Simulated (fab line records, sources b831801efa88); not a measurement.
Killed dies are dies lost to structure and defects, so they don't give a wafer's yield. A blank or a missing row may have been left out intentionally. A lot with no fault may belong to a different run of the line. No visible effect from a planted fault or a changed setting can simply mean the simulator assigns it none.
Struck lot and sound lot, side by side | flow sky130 | 38 steps out of a route of 708
Sound: wafers L607.1, L607.3, L607.6. Struck: wafer L603.2 (left out: L603.1, L603.6 of the same lot, which were not struck); the cause appears at the end.
At each step with rows: each side's tool, then ch and its chambers, then its first start. Under that, the readings that differ: sound wafers | struck wafers | difference of the means | sigmas: that difference in standard deviations of wafers without a fault.
alike: words and numbers the same on both sides, and readings whose means are apart by under 2 such deviations; not compared: readings that were withheld, readings missing a value for some wafer, numbers with overlapping values and no deviation given by the record, and bounds like >300 which may hide the same value.
Wherever a step has rows on one side only, a row that says differs or no value, or a row with sigmas, the two part there. When numbers do not overlap yet have no deviation, they are printed without sigmas and do not part them. Lack of a reading on every wafer of one side parts them only where that side has two or more wafers.

first, 9 steps without rows for these wafers: SKY_VIA2_SPUTTER_20 (material TiN, target thk 20 nm, time 80 s); SKY_VIA2_CVD_21 (deposits W, target thk 420 nm, time 126.4 s); SKY_VIA2_CMP_24 (polishes, stops on SiO2, t overpolish 20 s, target thk 0 nm); SKY_METAL3_SPUTTER_00 (material Ti, target thk 15 nm, time 10 s); SKY_METAL3_SPUTTER_01 (material TiN, target thk 20 nm, time 16.7 s); SKY_METAL3_SPUTTER_02 (material AlCu, target thk 735 nm, time 39.1 s); SKY_METAL3_SPUTTER_03 (material Ti, target thk 5 nm, time 3.3 s); SKY_METAL3_SPUTTER_04 (material TiN, target thk 70 nm, time 58.3 s); SKY_CAPM_CVD_00 (deposits SiO2, target thk 15.5 nm).
SKY_CAPM_SPUTTER_02: material TiN, target thk 200 nm, time 166.7 s.
  sound on pvd-sputter-02, day 43 02:46; struck on pvd-sputter-01, day 42 07:07
  reading                                  | sound             | struck | difference | sigmas
  model.TiN_of_CAPM_SPUTTER_02.thk-nm (nm) | 203.2 200.3 200.9 | 90.31  | -111.16    |
  alike: throttle-valve-pct
SKY_CAPM_RS_MEAS_03: the measuring method here is four-point-probe.
  sound on film-metro-04, day 43 02:53; struck on film-metro-01, day 42 07:13
  reading              | sound          | struck | difference | sigmas
  CAPM_TIN_RS (ohm/sq) | 6.79 6.90 6.88 | 15.76  | +8.90      | +99 or more
SKY_CAPM_THK_MEAS_04: measures by xrf.
  sound on film-metro-04, day 43 03:00; struck on film-metro-01, day 42 07:20
  reading           | sound             | struck | difference | sigmas
  CAPM_TIN_THK (nm) | 203.1 201.7 200.7 | 90.8   | -111.0     | -43
then, 7 steps without rows for these wafers: SKY_CAPM_DEHYDRATE_05 (time 60 s); SKY_CAPM_HMDS_06 (prime time 60 s); SKY_CAPM_COAT_07 (resist thk 1140 nm); SKY_CAPM_SOFTBAKE_08 (time 60 s); SKY_CAPM_EXPOSE_09 (exposes mask CAPM, target cd 1000 nm); SKY_CAPM_PEB_10; SKY_CAPM_DEVELOP_11 (develop time 60 s).
SKY_CAPM_METAL_ETCH_13: etches TiN in Cl2/BCl3, stops on SiO2, target depth 220 nm, time 62.9 s.
  sound on rie-metal-01 ch 0,1, day 43 22:07; struck on rie-metal-01 ch 1, day 43 05:10
  reading                | sound                | struck | difference | sigmas
  oes-product-au (a.u.)  | 0.958 0.942 0.940    | 0.633  | -0.314     | -39
  throttle-valve-pct (%) | 21.893 21.914 21.904 | 22.096 | +0.192     | +22
  alike: drypump-motor-current-A, rf-fwd-power-W
  not compared: rf-hours-counter-h
then, 16 steps without rows for these wafers: SKY_CAPM_STRIP_14 (strips in O2/N2); SKY_CAPM_STRIP_15 (strips in post etch residue remover, time 1200 s); SKY_CAPM_CLEAN_16 (cleans in IPA, time 180 s); SKY_CAPM_CLEAN_17 (cleans in O3/DIW); SKY_METAL3_DEHYDRATE_05 (time 60 s); SKY_METAL3_HMDS_06 (prime time 60 s); SKY_METAL3_COAT_07 (resist thk 60 nm); SKY_METAL3_COAT_08 (resist thk 1140 nm); SKY_METAL3_SOFTBAKE_09 (time 90 s); SKY_METAL3_EXPOSE_10 (exposes mask MM3, target cd 300 nm); SKY_METAL3_PEB_11; SKY_METAL3_DEVELOP_12 (develop time 60 s); SKY_METAL3_DESCUM_15 (chemistry O2, time 8 s); SKY_METAL3_ETCH_16 (etches BARC in N2/H2, stops on SiO2, time 88.2 s, target depth 60 nm); SKY_METAL3_ETCH_17 (etches SiO2 in C4F8/O2/Ar, stops on TiN, time 3.9 s, target depth 15 nm); SKY_METAL3_METAL_ETCH_18 (etches the open film in Cl2/BCl3, stops on SiO2, target depth 845 nm, time 183.1 s).
SKY_METAL3_STRIP_20: strips in post etch residue remover, time 1200 s.
  sound on wet-bench-01 ch 0, day 44 22:04; struck on wet-bench-03 ch 1, day 44 01:44
  reading                                  | sound             | struck | difference | sigmas
  model.TiN_of_CAPM_SPUTTER_02.thk-nm (nm) | 202.4 199.4 200.1 | 89.47  | -111.16    |
-- the record jumps here: 6 days lie between the struck wafers' starts before and after (it left off in module METAL3 and takes up again in module PAD_OPEN, whose first step shown is number 708 of the route) --
SKY_PAD_OPEN_PROBE_99:
  sound on prober-02, day 50 23:10; struck on prober-02, day 50 09:37
  reading                              | sound                | struck | difference | sigmas
  killed-at-other                      | 0 0 0                | 1      | +1         | +2
  model.etest.cap-mim.plate-ohm-sq     | 5.912 5.93 5.952     | 13.31  | +7.38      |
  model.etest.cap-mim.bv-v (V)         | 14.05 14.52 14.4     | 10.96  | -3.36      |
  model.etest.cap-mim.leak-log10-a-cm2 | -8.899 -9.091 -9.268 | -7.393 | +1.693     |
  alike: defect-limited-yield, killed_at_M0_to_M3, killed_at_M4_up, killed-at-contacts, killed-at-front-end, killed-dies, killed-open, killed-short, sort_bin_3_pad_short, sort_bin_5_function, sort_bin_6_memory, sort-n-pass, sort-yield-pct

WHERE THEY PART
At SKY_CAPM_RS_MEAS_03 first; at SKY_PAD_OPEN_PROBE_99 last (within this record only).

WHY: the cause the simulator had injected
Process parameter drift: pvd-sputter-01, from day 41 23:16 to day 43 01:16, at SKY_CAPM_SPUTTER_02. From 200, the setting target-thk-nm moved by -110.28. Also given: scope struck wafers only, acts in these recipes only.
